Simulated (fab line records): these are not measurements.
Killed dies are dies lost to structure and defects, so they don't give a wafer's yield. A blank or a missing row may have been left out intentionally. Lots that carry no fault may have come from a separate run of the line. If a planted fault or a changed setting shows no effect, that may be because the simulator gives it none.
2 desks, one fault | flow sky130 | each desk has only its own numbers; what lay behind them comes last

## THE METROLOGY DESK
Means of the sampled wafers that have a number, per lot and without regard to the tool the lot ran on: this is what the gauges read. Marked OUT: a lot whose mean sits more than 4 standard deviations from the usual mean, which makes it out of limits; the brackets give that distance.
Columns: A = cd_nm at SKY_SONOS_ONO_CD_MEAS_13, usual 408.3 nm; B = SONOS_ONO_OVL at SKY_SONOS_ONO_OVL_MEAS_14, usual -0.1 nm; C = GATE_OXIDE_OXIDATION_00_THK at SKY_GATE_OXIDE_THK_MEAS_02, usual 10.32 nm; D = GATE_OXIDE_OVL at SKY_GATE_OXIDE_OVL_MEAS_10, usual 0.6 nm; E = GATE_OXIDE_TW at SKY_GATE_OXIDE_TW_MEAS_14, usual 225.1; F = POLY_GATE_CVD_00_THK at SKY_POLY_GATE_THK_MEAS_01, usual 179.3 nm; G = POLY_GATE_TW at SKY_RES_PROTECT_TW_MEAS_08, usual 4063
lot  | first seen here | A     | B    | C     | D    | E     | F     | G
L205 | day 14 00:47    | 408.5 | -0.3 | 10.51 | -0.5 | 226.6 | 176.7 | 4092
L206 | day 14 01:04    | 413.3 | -1.3 | 10.34 | 1.7  | 224.8 | 178.5 | 4032
L216 | day 17 03:16    | 407.5 | -0.9 | 10.49 | -1.0 | 227.4 | 179.5 | 4080
L215 | day 17 04:16    | 405.9 | -0.0 | 10.29 | -0.3 | 226.6 | 181.3 | 4031
L218 | day 17 23:19    | 406.2 | -2.2 | 10.40 | 0.7  | 227.8 | 178.2 | 4077
L219 | day 18 07:13    | 405.3 | 0.2  | 10.10 | 1.2  | 222.5 | 181.8 | 4029
L223 | day 19 09:59    | 410.9 | 0.2  | 10.43 | -0.8 | 223.8 | 179.9 | 4045
Result from this desk: across the 7 lots, nothing is out of limits.

## DESK OF THE TOOL OWNER: furnace-01
The tool's own readings at SKY_GATE_OXIDE_OXIDATION_01 (stabilise 600 s, purge 300 s, target thk 10.268 nm): means of the sampled wafers that have a number, for each lot that ran on this tool. Marked OUT: a lot whose mean sits more than 4 standard deviations from the usual mean, which makes it out of limits; the brackets give that distance.
Columns: A = zone_power_lower_pct at SKY_GATE_OXIDE_OXIDATION_01, usual 17.7 %
lot  | first seen here | A
L205 | day 14 01:14    | 16.9
L216 | day 17 03:43    | 16.7
L215 | day 17 05:08    | 17.0
L218 | day 17 23:44    | 16.9
Result from this desk: across the 4 lots, nothing is out of limits.

## ALL TOGETHER
Nothing out of limits was seen by the metrology desk.
Nothing out of limits was seen by the tool owner's desk.

## WHAT HAD BEEN PUT IN BY THE SIMULATOR
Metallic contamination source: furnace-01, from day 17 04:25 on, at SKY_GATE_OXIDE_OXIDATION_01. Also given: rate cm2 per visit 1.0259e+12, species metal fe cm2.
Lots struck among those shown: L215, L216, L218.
